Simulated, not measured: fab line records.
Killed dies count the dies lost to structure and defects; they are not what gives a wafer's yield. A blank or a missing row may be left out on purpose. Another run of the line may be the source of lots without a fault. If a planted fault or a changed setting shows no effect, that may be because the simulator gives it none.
fab line records :: flow sky130
[record]
  lots = 7
  wafers = 21
  last_day = 50
route steps=708 shown CAP2M@616 METAL4@621
lots that met no fault: taken from a fault-free run of the same line
start_h: the number of hours between the record's first day and the start of the first shown wafer of the lot :: wait_h: hours since the lot's step before :: " the same as in the row above :: L1.1+2: several wafers, shown together as one row :: - either no value or no given start :: * or withheld: withheld :: < > ~ a bound
route shown NAME@n: a module of which the file shows steps, and the number in the route of the first :: usual: mean and standard deviation over wafers with no fault :: same: alike in all rows :: chamber/n: place in a boat :: sites: the reading at each site :: _std_site: the standard deviation of these :: _edge_site: mean of outer sites minus mean of inner sites :: radius_mm: how far each site lies from the wafer's centre :: mask NAME#n: copy n :: behind: the last tool/chamber to shape the wafer :: hold: the reason the lot was held/the length of the hold in hours/how it ended :: device: which transistor (n, p or np) failed to switch :: end of line: at the end of the route, the tests of the same wafers :: a step with no rows: only its recipe :: killed: dies lost to structure and defects at the first sort, not the wafer's yield :: map: a wafer's dies, x killed, . not, _ none there
set.NAME: the setting the step ran with; set.NAME@STEP: the setting that earlier step ran with :: model.NAME: the simulator's own value behind a step, which no gauge read
lots at selected steps of the route; one table per step, one row per wafer
services: from which hour (start_h, from the record's first day; less than 0 if before it) a tool's chamber was out of use, for how many hours, and why
[[steps]]
[step SKY_CAP2M_METAL_ETCH_13]
[recipe]
  target_depth_nm = 220
  stop_on = SiO2
  chemistry = Cl2/BCl3
  target = TiN
  pressure_mtorr = 10
  icp_w = 900
  bias_w = 48.5
  Cl2_flow_sccm = 60
  bcl3_flow_sccm = 30
  time_s = 62.9
[usual]
  drypump_motor_current_A = 5.9/0.38
  oes_product_au = 0.942/0.007
  throttle_valve_pct = 21.902/0.0096
lot.wafer: L162.1
tool: rie_metal-04
chamber: 1
start_h: 1006.45
wait_h: 0.0
drypump_motor_current_A: 6.7
oes_product_au: 0.949
rf_hours_counter_h: 4
throttle_valve_pct: 21.895

lot.wafer: L162.2
tool: rie_metal-04
chamber: 0
start_h: 1006.45
wait_h: 0.0
drypump_motor_current_A: 5.9
oes_product_au: 0.955
rf_hours_counter_h: 16
throttle_valve_pct: 21.895

lot.wafer: L162.3
tool: rie_metal-04
chamber: 0
start_h: 1006.45
wait_h: 0.0
drypump_motor_current_A: 5.9
oes_product_au: 0.949
rf_hours_counter_h: -
throttle_valve_pct: 21.897

lot.wafer: L166.3
tool: rie_metal-03
chamber: 0
start_h: 1027.04
wait_h: 0.0
drypump_motor_current_A: 5.7
oes_product_au: 0.944
rf_hours_counter_h: -
throttle_valve_pct: 21.908

lot.wafer: L166.4
tool: rie_metal-03
chamber: 1
start_h: 1027.04
wait_h: 0.0
drypump_motor_current_A: 5.7
oes_product_au: 0.948
rf_hours_counter_h: -
throttle_valve_pct: 21.907

lot.wafer: L166.5
tool: rie_metal-03
chamber: 1
start_h: 1027.04
wait_h: 0.0
drypump_motor_current_A: 5.7
oes_product_au: 0.944
rf_hours_counter_h: -
throttle_valve_pct: 21.909

lot.wafer: L167.2
tool: rie_metal-03
chamber: 0
start_h: 1037.51
wait_h: 0.0
drypump_motor_current_A: 5.7
oes_product_au: 0.933
rf_hours_counter_h: 19
throttle_valve_pct: 21.893

lot.wafer: L167.3
tool: rie_metal-03
chamber: 0
start_h: 1037.51
wait_h: 0.0
drypump_motor_current_A: 5.7
oes_product_au: 0.930
rf_hours_counter_h: -
throttle_valve_pct: 21.918

lot.wafer: L167.4
tool: rie_metal-03
chamber: 1
start_h: 1037.51
wait_h: 0.0
drypump_motor_current_A: 5.7
oes_product_au: 0.943
rf_hours_counter_h: -
throttle_valve_pct: 21.912

lot.wafer: L168.1
tool: rie_metal-01
chamber: 0
start_h: 1046.56
wait_h: 0.0
drypump_motor_current_A: 5.5
oes_product_au: 0.940
rf_hours_counter_h: 13
throttle_valve_pct: 21.908

lot.wafer: L168.3
tool: rie_metal-01
chamber: 0
start_h: 1046.56
wait_h: 0.0
drypump_motor_current_A: 5.5
oes_product_au: 0.943
rf_hours_counter_h: -
throttle_valve_pct: 21.915

lot.wafer: L168.6
tool: rie_metal-01
chamber: 1
start_h: 1046.56
wait_h: 0.0
drypump_motor_current_A: 6.1
oes_product_au: 0.944
rf_hours_counter_h: -
throttle_valve_pct: 21.911

lot.wafer: L172.3
tool: rie_metal-03
chamber: 0
start_h: 1069.78
wait_h: 0.0
drypump_motor_current_A: 5.7
oes_product_au: 0.934
rf_hours_counter_h: -
throttle_valve_pct: 21.911

lot.wafer: L172.4
tool: rie_metal-03
chamber: 1
start_h: 1069.78
wait_h: 0.0
drypump_motor_current_A: 5.7
oes_product_au: 0.937
rf_hours_counter_h: -
throttle_valve_pct: 21.902

lot.wafer: L172.5
tool: rie_metal-03
chamber: 0
start_h: 1069.78
wait_h: 0.0
drypump_motor_current_A: 5.7
oes_product_au: 0.933
rf_hours_counter_h: -
throttle_valve_pct: 21.894

lot.wafer: L173.2
tool: rie_metal-03
chamber: 0
start_h: 1073.96
wait_h: 0.0
drypump_motor_current_A: 5.7
oes_product_au: 0.944
rf_hours_counter_h: 21
throttle_valve_pct: 21.906

lot.wafer: L173.3
tool: rie_metal-03
chamber: 0
start_h: 1073.96
wait_h: 0.0
drypump_motor_current_A: 5.7
oes_product_au: 0.943
rf_hours_counter_h: -
throttle_valve_pct: 21.906

lot.wafer: L173.6
tool: rie_metal-03
chamber: 0
start_h: 1073.96
wait_h: 0.0
drypump_motor_current_A: 5.7
oes_product_au: 0.945
rf_hours_counter_h: -
throttle_valve_pct: 21.917

lot.wafer: L176.1
tool: rie_metal-03
chamber: 1
start_h: 1093.05
wait_h: 0.0
drypump_motor_current_A: 5.7
oes_product_au: 0.929
rf_hours_counter_h: 15
throttle_valve_pct: 21.903

lot.wafer: L176.3
tool: rie_metal-03
chamber: 0
start_h: 1093.05
wait_h: 0.0
drypump_motor_current_A: 5.7
oes_product_au: 0.931
rf_hours_counter_h: -
throttle_valve_pct: 21.911

lot.wafer: L176.5
tool: rie_metal-03
chamber: 1
start_h: 1093.05
wait_h: 0.0
drypump_motor_current_A: 5.7
oes_product_au: 0.928
rf_hours_counter_h: -
throttle_valve_pct: 21.896
[step SKY_CAP2M_STRIP_14]
[recipe]
  chemistry = O2/N2
  power_w = 1400
  pressure_mtorr = 1500
  platen_temp_c = withheld
  o2_flow_sccm = 3000
  n2_flow_sccm = 300
  overash_fraction = 0.5
[usual]
  drypump_motor_current_A = 5.5/0.45
  oes_product_au = 0.710/0.0047
  strip_time_to_endpoint_s = 12.65/0.056
lot.wafer: L162.1
tool: plasma_asher-03
chamber: 1
start_h: 1006.53
wait_h: 0.1
drypump_motor_current_A: 5.0
oes_product_au: 0.700
rf_hours_counter_h: 87
strip_time_to_endpoint_s: 12.66

lot.wafer: L162.2
tool: plasma_asher-03
chamber: 0
start_h: 1006.53
wait_h: 0.1
drypump_motor_current_A: 4.8
oes_product_au: 0.720
rf_hours_counter_h: 87
strip_time_to_endpoint_s: 12.59

lot.wafer: L162.3
tool: plasma_asher-03
chamber: 1
start_h: 1006.53
wait_h: 0.1
drypump_motor_current_A: 5.0
oes_product_au: 0.703
rf_hours_counter_h: -
strip_time_to_endpoint_s: 12.61

lot.wafer: L166.3
tool: plasma_asher-01
chamber: 0
start_h: 1027.12
wait_h: 0.1
drypump_motor_current_A: 6.0
oes_product_au: 0.714
rf_hours_counter_h: -
strip_time_to_endpoint_s: 12.63

lot.wafer: L166.4
tool: plasma_asher-01
chamber: 1
start_h: 1027.12
wait_h: 0.1
drypump_motor_current_A: 5.7
oes_product_au: 0.712
rf_hours_counter_h: -
strip_time_to_endpoint_s: 12.63

lot.wafer: L166.5
tool: plasma_asher-01
chamber: 0
start_h: 1027.12
wait_h: 0.1
drypump_motor_current_A: 6.0
oes_product_au: 0.702
rf_hours_counter_h: -
strip_time_to_endpoint_s: 12.62

lot.wafer: L167.2
tool: plasma_asher-03
chamber: 1
start_h: 1037.59
wait_h: 0.1
drypump_motor_current_A: 5.0
oes_product_au: 0.715
rf_hours_counter_h: 90
strip_time_to_endpoint_s: 12.69

lot.wafer: L167.3
tool: plasma_asher-03
chamber: 1
start_h: 1037.59
wait_h: 0.1
drypump_motor_current_A: 5.0
oes_product_au: 0.711
rf_hours_counter_h: -
strip_time_to_endpoint_s: 12.75

lot.wafer: L167.4
tool: plasma_asher-03
chamber: 0
start_h: 1037.59
wait_h: 0.1
drypump_motor_current_A: 4.8
oes_product_au: 0.712
rf_hours_counter_h: -
strip_time_to_endpoint_s: 12.72

lot.wafer: L168.1
tool: plasma_asher-04
chamber: 0
start_h: 1046.64
wait_h: 0.1
drypump_motor_current_A: 5.6
oes_product_au: 0.705
rf_hours_counter_h: 32
strip_time_to_endpoint_s: 12.69

lot.wafer: L168.3
tool: plasma_asher-04
chamber: 0
start_h: 1046.64
wait_h: 0.1
drypump_motor_current_A: 5.7
oes_product_au: 0.712
rf_hours_counter_h: -
strip_time_to_endpoint_s: 12.73

lot.wafer: L168.6
tool: plasma_asher-04
chamber: 0
start_h: 1046.64
wait_h: 0.1
drypump_motor_current_A: 5.6
oes_product_au: 0.715
rf_hours_counter_h: -
strip_time_to_endpoint_s: 12.71

lot.wafer: L172.3
tool: plasma_asher-04
chamber: 0
start_h: 1069.86
wait_h: 0.1
drypump_motor_current_A: 5.7
oes_product_au: 0.714
rf_hours_counter_h: -
strip_time_to_endpoint_s: 12.63

lot.wafer: L172.4
tool: plasma_asher-04
chamber: 1
start_h: 1069.86
wait_h: 0.1
drypump_motor_current_A: 5.7
oes_product_au: 0.707
rf_hours_counter_h: -
strip_time_to_endpoint_s: 12.64

lot.wafer: L172.5
tool: plasma_asher-04
chamber: 1
start_h: 1069.86
wait_h: 0.1
drypump_motor_current_A: 5.7
oes_product_au: 0.717
rf_hours_counter_h: -
strip_time_to_endpoint_s: 12.64

lot.wafer: L173.2
tool: plasma_asher-01
chamber: 0
start_h: 1074.04
wait_h: 0.1
drypump_motor_current_A: 6.0
oes_product_au: 0.710
rf_hours_counter_h: 1
strip_time_to_endpoint_s: 12.62

lot.wafer: L173.3
tool: plasma_asher-01
chamber: 1
start_h: 1074.04
wait_h: 0.1
drypump_motor_current_A: 5.7
oes_product_au: 0.711
rf_hours_counter_h: -
strip_time_to_endpoint_s: 12.65

lot.wafer: L173.6
tool: plasma_asher-01
chamber: 1
start_h: 1074.04
wait_h: 0.1
drypump_motor_current_A: 5.7
oes_product_au: 0.717
rf_hours_counter_h: -
strip_time_to_endpoint_s: 12.63

lot.wafer: L176.1
tool: plasma_asher-03
chamber: 1
start_h: 1093.13
wait_h: 0.1
drypump_motor_current_A: 5.0
oes_product_au: 0.716
rf_hours_counter_h: 96
strip_time_to_endpoint_s: 12.69

lot.wafer: L176.3
tool: plasma_asher-03
chamber: 0
start_h: 1093.13
wait_h: 0.1
drypump_motor_current_A: 4.8
oes_product_au: 0.702
rf_hours_counter_h: -
strip_time_to_endpoint_s: 12.70

lot.wafer: L176.5
tool: plasma_asher-03
chamber: 1
start_h: 1093.13
wait_h: 0.1
drypump_motor_current_A: 5.0
oes_product_au: 0.713
rf_hours_counter_h: -
strip_time_to_endpoint_s: 12.74
[step SKY_CAP2M_STRIP_15]
[recipe]
  chemistry = post_etch_residue_remover
  time_s = 1200
  temp_c = 72.5
[step SKY_CAP2M_CLEAN_16]
[recipe]
  chemistry = IPA
  time_s = 180
  temp_c = 25
[step SKY_CAP2M_CLEAN_17]
[recipe]
  chemistry = O3/DIW
  dry = n2_spin
[step SKY_METAL4_DEHYDRATE_05]
[recipe]
  temp_c = 200
  time_s = 60
[step SKY_METAL4_HMDS_06]
[recipe]
  prime_time_s = 60
  prime_temp_c = 120
[step SKY_METAL4_COAT_07]
[recipe]
  resist = BARC
  temp_c = withheld
  time_s = withheld
  spin_rpm = 3000
  resist_thk_nm = 60
[step SKY_METAL4_COAT_08]
[recipe]
  resist = KrF-thick
  spin_rpm = 3000
  resist_thk_nm = 1140
[step SKY_METAL4_SOFTBAKE_09]
[recipe]
  temp_c = 100
  time_s = 90
  resist = KrF-thick
[step SKY_METAL4_EXPOSE_10]
[recipe]
  mask_id = MM4
  na = 0.68
  source_shape = annular
  sigma_inner = 0.4
  sigma_outer = 0.8
  target_cd_nm = 300
  dose_mj = 28
[step SKY_METAL4_PEB_11]
[recipe]
  peb_temp_c = withheld
  peb_time_s = withheld
  resist = KrF-thick
[step SKY_METAL4_DEVELOP_12]
[recipe]
  develop_time_s = 60
  resist = KrF-thick
  dev_temp_c = 22.05
[usual]
  chill_plate_temp_C = 23.00/0.11
  develop_time_s = 60/0
lot.wafer: L162.1
tool: litho_track-02
chamber: 0
start_h: 1029
wait_h: -
chill_plate_temp_C: 23.09
develop_time_s: 60
model.KrF-thick_of_METAL4_COAT_08.thk_nm: 1127

lot.wafer: L162.2
tool: litho_track-02
chamber: 0
start_h: 1029
wait_h: -
chill_plate_temp_C: 23.09
develop_time_s: 60
model.KrF-thick_of_METAL4_COAT_08.thk_nm: 1129

lot.wafer: L162.3
tool: litho_track-02
chamber: 0
start_h: 1029
wait_h: -
chill_plate_temp_C: 23.22
develop_time_s: 60
model.KrF-thick_of_METAL4_COAT_08.thk_nm: 1129

lot.wafer: L166.3
tool: litho_track-01
chamber: -
start_h: 1050
wait_h: -
chill_plate_temp_C: -
develop_time_s: -
model.KrF-thick_of_METAL4_COAT_08.thk_nm: 1138

lot.wafer: L166.4
tool: litho_track-01
chamber: -
start_h: 1050
wait_h: -
chill_plate_temp_C: -
develop_time_s: -
model.KrF-thick_of_METAL4_COAT_08.thk_nm: 1135

lot.wafer: L166.5
tool: litho_track-01
chamber: -
start_h: 1050
wait_h: -
chill_plate_temp_C: -
develop_time_s: -
model.KrF-thick_of_METAL4_COAT_08.thk_nm: 1136

lot.wafer: L167.2
tool: litho_track-03
chamber: -
start_h: 1059
wait_h: -
chill_plate_temp_C: -
develop_time_s: -
model.KrF-thick_of_METAL4_COAT_08.thk_nm: 1144

lot.wafer: L167.3
tool: litho_track-03
chamber: -
start_h: 1059
wait_h: -
chill_plate_temp_C: -
develop_time_s: -
model.KrF-thick_of_METAL4_COAT_08.thk_nm: 1138

lot.wafer: L167.4
tool: litho_track-03
chamber: -
start_h: 1059
wait_h: -
chill_plate_temp_C: -
develop_time_s: -
model.KrF-thick_of_METAL4_COAT_08.thk_nm: 1139

lot.wafer: L168.1
tool: litho_track-02
chamber: -
start_h: 1068
wait_h: -
chill_plate_temp_C: -
develop_time_s: -
model.KrF-thick_of_METAL4_COAT_08.thk_nm: 1137

lot.wafer: L168.3
tool: litho_track-02
chamber: -
start_h: 1068
wait_h: -
chill_plate_temp_C: -
develop_time_s: -
model.KrF-thick_of_METAL4_COAT_08.thk_nm: 1141

lot.wafer: L168.6
tool: litho_track-02
chamber: -
start_h: 1068
wait_h: -
chill_plate_temp_C: -
develop_time_s: -
model.KrF-thick_of_METAL4_COAT_08.thk_nm: 1141

lot.wafer: L172.3
tool: litho_track-01
chamber: 0
start_h: 1091
wait_h: -
chill_plate_temp_C: 23.18
develop_time_s: 60
model.KrF-thick_of_METAL4_COAT_08.thk_nm: 1132

lot.wafer: L172.4
tool: litho_track-01
chamber: 0
start_h: 1091
wait_h: -
chill_plate_temp_C: 23.00
develop_time_s: 60
model.KrF-thick_of_METAL4_COAT_08.thk_nm: 1128

lot.wafer: L172.5
tool: litho_track-01
chamber: 0
start_h: 1091
wait_h: -
chill_plate_temp_C: 23.31
develop_time_s: 60
model.KrF-thick_of_METAL4_COAT_08.thk_nm: 1131

lot.wafer: L173.2
tool: litho_track-03
chamber: 0
start_h: 1094
wait_h: -
chill_plate_temp_C: 22.96
develop_time_s: 60
model.KrF-thick_of_METAL4_COAT_08.thk_nm: 1126

lot.wafer: L173.3
tool: litho_track-03
chamber: 0
start_h: 1094
wait_h: -
chill_plate_temp_C: 23.04
develop_time_s: 60
model.KrF-thick_of_METAL4_COAT_08.thk_nm: 1125

lot.wafer: L173.6
tool: litho_track-03
chamber: 0
start_h: 1094
wait_h: -
chill_plate_temp_C: 23.11
develop_time_s: 60
model.KrF-thick_of_METAL4_COAT_08.thk_nm: 1131

lot.wafer: L176.1
tool: litho_track-03
chamber: 0
start_h: 1113
wait_h: -
chill_plate_temp_C: 23.05
develop_time_s: 60
model.KrF-thick_of_METAL4_COAT_08.thk_nm: 1129

lot.wafer: L176.3
tool: litho_track-03
chamber: 0
start_h: 1113
wait_h: -
chill_plate_temp_C: 22.97
develop_time_s: 60
model.KrF-thick_of_METAL4_COAT_08.thk_nm: 1129

lot.wafer: L176.5
tool: litho_track-03
chamber: 0
start_h: 1113
wait_h: -
chill_plate_temp_C: 22.82
develop_time_s: 60
model.KrF-thick_of_METAL4_COAT_08.thk_nm: 1129
[step SKY_METAL4_CD_MEAS_13]
[recipe]
  target_cd_nm = 300
[usual]
  cd_nm = 300.2/1.7
lot.wafer: L162.1
tool: cd_sem-02
chamber: -
start_h: 1029.86
wait_h: -
cd_nm: 302.9

lot.wafer: L162.2
tool: cd_sem-02
chamber: -
start_h: 1029.86
wait_h: -
cd_nm: 302.1

lot.wafer: L162.3
tool: cd_sem-02
chamber: -
start_h: 1029.86
wait_h: -
cd_nm: 302.1

lot.wafer: L166.3
tool: cd_sem-01
chamber: -
start_h: 1050.81
wait_h: -
cd_nm: -

lot.wafer: L166.4
tool: cd_sem-01
chamber: -
start_h: 1050.81
wait_h: -
cd_nm: -

lot.wafer: L166.5
tool: cd_sem-01
chamber: -
start_h: 1050.81
wait_h: -
cd_nm: -

lot.wafer: L167.2
tool: cd_sem-02
chamber: -
start_h: 1059.58
wait_h: -
cd_nm: -

lot.wafer: L167.3
tool: cd_sem-02
chamber: -
start_h: 1059.58
wait_h: -
cd_nm: -

lot.wafer: L167.4
tool: cd_sem-02
chamber: -
start_h: 1059.58
wait_h: -
cd_nm: -

lot.wafer: L168.1
tool: cd_sem-01
chamber: -
start_h: 1068.46
wait_h: -
cd_nm: -

lot.wafer: L168.3
tool: cd_sem-01
chamber: -
start_h: 1068.46
wait_h: -
cd_nm: -

lot.wafer: L168.6
tool: cd_sem-01
chamber: -
start_h: 1068.46
wait_h: -
cd_nm: -

lot.wafer: L172.3
tool: cd_sem-01
chamber: -
start_h: 1091.56
wait_h: -
cd_nm: 301.4

lot.wafer: L172.4
tool: cd_sem-01
chamber: -
start_h: 1091.56
wait_h: -
cd_nm: 303.6

lot.wafer: L172.5
tool: cd_sem-01
chamber: -
start_h: 1091.56
wait_h: -
cd_nm: 302.3

lot.wafer: L173.2
tool: cd_sem-01
chamber: -
start_h: 1094.68
wait_h: -
cd_nm: 299.7

lot.wafer: L173.3
tool: cd_sem-01
chamber: -
start_h: 1094.68
wait_h: -
cd_nm: 299.4

lot.wafer: L173.6
tool: cd_sem-01
chamber: -
start_h: 1094.68
wait_h: -
cd_nm: 300.0

lot.wafer: L176.1
tool: cd_sem-02
chamber: -
start_h: 1113.56
wait_h: -
cd_nm: 300.8

lot.wafer: L176.3
tool: cd_sem-02
chamber: -
start_h: 1113.56
wait_h: -
cd_nm: 300.4

lot.wafer: L176.5
tool: cd_sem-02
chamber: -
start_h: 1113.56
wait_h: -
cd_nm: 300.7
[[services]]
tool: plasma_asher-01
chamber: -
start_h: 1055.25
hours: 9.0
kind: pm

tool: plasma_asher-01
chamber: 0
start_h: 1055.25
hours: 9.0
kind: vent_cycle

tool: plasma_asher-01
chamber: 1
start_h: 1055.25
hours: 9.0
kind: vent_cycle

tool: plasma_asher-01
chamber: 0
start_h: 1064.25
hours: -
kind: clean

tool: plasma_asher-01
chamber: 1
start_h: 1064.25
hours: -
kind: clean

tool: plasma_asher-04
chamber: -
start_h: 1101.57
hours: 0.6
kind: repair
[[key]]
[first_sign]
  step = SKY_METAL4_DEVELOP_12
  reading = tool_record
  direction = missing
effect none on later readings
[model_effect]
  step = SKY_METAL4_DEVELOP_12
  value = KrF-thick_of_METAL4_COAT_08.thk_nm
  without = 1125
  struck = 1139
met_at SKY_METAL4_DEVELOP_12
struck_wafers L166.3,L166.4,L166.5,L167.2,L167.3,L167.4,L168.1,L168.3,L168.6
later_rows_left_out L166.3,L166.4,L166.5,L167.2,L167.3,L167.4,L168.1,L168.3,L168.6
sort_left_out L166.3,L166.4,L166.5,L167.2,L167.3,L167.4,L168.1,L168.3,L168.6
onset_between 1029 1050
[fault]
  kind = skipped_step_whole
  tool = litho_track-01,litho_track-02,litho_track-03
  chamber = -
  onset_h = 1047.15
  steps = SKY_METAL4_DEVELOP_12
  scope = struck_lots_only
// sort_left_out: the simulated sort isn't trusted on such a fault, so these wafers' sort isn't shown, and their yield isn't known
// later_rows_left_out: the simulator's readings of these wafers behind a module that went badly wrong aren't trusted and aren't shown, but for the sort
